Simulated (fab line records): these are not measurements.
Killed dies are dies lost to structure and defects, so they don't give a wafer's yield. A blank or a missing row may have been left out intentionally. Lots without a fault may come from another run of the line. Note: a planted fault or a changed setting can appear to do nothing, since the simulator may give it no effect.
Code-filled problem report in 8D (eight disciplines) form / flow gf180mcu / the parts of the form that need people (team, actions taken, sign-off) are left out

1. THE PROBLEM
Wafers free of any fault read 650 nm (standard deviation 6.2) for STI_CVD_23_THK at GF_STI_THK_MEAS_24, against a mean of 694 nm on 6 wafers of 3 lots. Relative to the usual mean, that is a shift of +7.1 standard deviations.
The first sign was on wafer L298.1 at day 5 09:11, on filmMetro-01. At this step, 20 wafers from 7 lots have a number in the record. By rule, "out" or "out of limits" means more than 4 standard deviations away from the usual mean. All remaining wafers that have a number are taken as sound.

2. WHAT IT IS AND WHAT IT IS NOT
question=which readings at this step | is=STI_CVD_23_THK | is not=-
question=which lots | is=L298, L301, L302 | is not=L284, L288, L291, L305
question=which wafers of those lots | is=L298.1, L298.5, L301.1, L301.5, L302.1, L302.5 | is not=L298.6, L301.6
question=read on which gauges | is=filmMetro-01, filmMetro-04 | is not=filmMetro-02
question=when | is=from day 5 09:11 | is not=up to then (10 sound wafers); but 4 sound wafers of L301, L305 came after

3. WHAT RULES OUT EACH SUSPECT
Counting: a tool at a process step up to the reading stays a suspect if it ran every lot that is out. Sound lots after the first of them don't rule it out here, since some wafers of a struck lot are sound.
- the gauge at GF_STI_THK_MEAS_24 is ruled out. 2 gauges (filmMetro-01, filmMetro-04) read the wafers that are out.
- hdpcvd-02 at GF_STI_CVD_23 (deposits SiO2, target thk 650 nm, time 108.3 s): kept. It processed each lot that is out (first: L298, day 5 09:06); up to then, its last sound lot is L288 (day 3 04:33).
Left after counting: hdpcvd-02 at GF_STI_CVD_23.

4. THE CAUSE (what the simulator had put in)
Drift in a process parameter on hdpcvd-02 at GF_STI_CVD_23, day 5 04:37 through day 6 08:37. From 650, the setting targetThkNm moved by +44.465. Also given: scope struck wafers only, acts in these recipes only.
Only this tool survived the counting.

5. SEQUENCE OF EFFECTS, ordered by route
One row per reading whose mean, taken over the struck wafers that have a number, lies over 3 standard deviations from the usual. Readings are gone through only where the record gives a usual standard deviation; hours: the median, over the lots, of the time from a lot's start at the first step in this table giving one to that lot's start at this step; sigmas: the change measured in usual standard deviations.
hours=0; step=GF_STI_THK_MEAS_24; reading=STI_CVD_23_THK; usual=650 nm; on struck wafers=694; change=+44; sigmas=+7.1

6. WHAT WOULD HAVE CAUGHT IT SOONER
Counted from the fault's start at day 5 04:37, it took 5 hours until the first out-of-limits reading at a measuring or inspecting step in this record, taken at day 5 09:11.
Lots out: 3; of these, L301, L302 started GF_STI_CVD_23 on hdpcvd-02 after day 5 09:11. A hold on the tool at that time would have spared those 2.
